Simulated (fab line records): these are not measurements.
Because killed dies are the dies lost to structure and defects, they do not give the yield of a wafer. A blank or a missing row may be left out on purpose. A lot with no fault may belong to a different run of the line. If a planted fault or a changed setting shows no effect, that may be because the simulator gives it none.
A lot that was struck, set against a sound lot | flow gf180mcu | 14 out of 602 route steps
Sound: the wafers L325.1, L325.2, L325.3. Wafers struck: L316.1, L316.3, L316.6. At the end, the cause is stated.
Order at every step that has rows: each side's tool, ch and its chambers, its first start. Under that, the readings that differ: sound wafers | struck wafers | difference of the means | sigmas: that difference in standard deviations of wafers without a fault.
alike: readings with means less than 2 such deviations apart, plus words and numbers identical on both sides. not compared: withheld readings, readings lacking a value on some wafer, bounds such as >300 that could conceal the same value, and numbers that have no deviation in the record and whose values overlap.
A row with sigmas, a row that says differs or no value, or rows on one side alone: a step with any of these is where the two part. Non-overlapping numbers with no deviation appear without sigmas and do not part them. Lack of a reading on every wafer of one side parts them only where that side has two or more wafers.

first, 4 steps without rows for these wafers: GF_VT_IMPLANT_SOFTBAKE_25 (time 60 s); GF_VT_IMPLANT_EXPOSE_26 (exposes mask LVPWELL HV AREA, target cd 860 nm); GF_VT_IMPLANT_PEB_27; GF_VT_IMPLANT_DEVELOP_28 (develop time 60 s).
GF_VT_IMPLANT_OVL_MEAS_29:
  sound: overlay-02 at day 12 03:43; struck: overlay-01 at day 9 17:55
  reading                | sound       | struck         | difference | sigmas
  VT_IMPLANT_02_OVL (nm) | 1.7 1.5 2.2 | -1.1 -4.1 -2.9 | -4.5       | -3
next, for these wafers, 1 step has no rows: GF_VT_IMPLANT_IMPLANT_30.
GF_VT_IMPLANT_STRIP_31: strips in O2/N2.
  sound on plasma_asher-03 ch 0,1, day 12 03:54; struck on plasma_asher-02 ch 0,1, day 9 18:06
  reading                      | sound             | struck            | difference | sigmas
  strip_time_to_endpoint_s (s) | 12.55 12.59 12.59 | 12.66 12.74 12.67 | +0.11      | +3
  alike: drypump_motor_current_A, heater_power_w, n2_flow_sccm, oes_product_au
  not compared: rf_hours_counter_h
GF_VT_IMPLANT_TW_MEAS_32:
  sound: film_metro-02 at day 12 04:00; struck: film_metro-02 at day 9 18:12
  alike: VT_IMPLANT_3_TW
then, 4 steps without rows for these wafers: GF_VT_IMPLANT_DEHYDRATE_33 (time 60 s); GF_VT_IMPLANT_HMDS_34 (prime time 60 s); GF_VT_IMPLANT_COAT_35 (resist thk 1000 nm); GF_VT_IMPLANT_SOFTBAKE_36 (time 60 s).
GF_VT_IMPLANT_EXPOSE_37: exposes mask Nwell HV AREA, target cd 860 nm.
  sound on iline_stepper-01 ch 0, day 12 13:20; struck on iline_stepper-01, day 10 03:13
  no value came back on the struck wafers for exposure_dose_mJ_cm2, focus_offset_nm (nm); on the sound wafers exposure_dose_mJ_cm2 reads 139.89 140.10 139.94
  reading                            | sound                | struck               | difference | sigmas
  model.VT_IMPLANT.overlay_x_nm (nm) | 0.1764 0.1764 0.1764 | -1.318 -1.318 -1.318 | -1.494     |
  model.VT_IMPLANT.overlay_y_nm (nm) | 0.2741 0.2741 0.2741 | -1.139 -1.139 -1.139 | -1.413     |
  alike: mask
next, for these wafers, 1 step has no rows: GF_VT_IMPLANT_PEB_38.

## WHERE THEY PART
Last at GF_VT_IMPLANT_EXPOSE_37 as far as this record goes, first at GF_VT_IMPLANT_OVL_MEAS_29.

WHY: the cause the simulator had injected
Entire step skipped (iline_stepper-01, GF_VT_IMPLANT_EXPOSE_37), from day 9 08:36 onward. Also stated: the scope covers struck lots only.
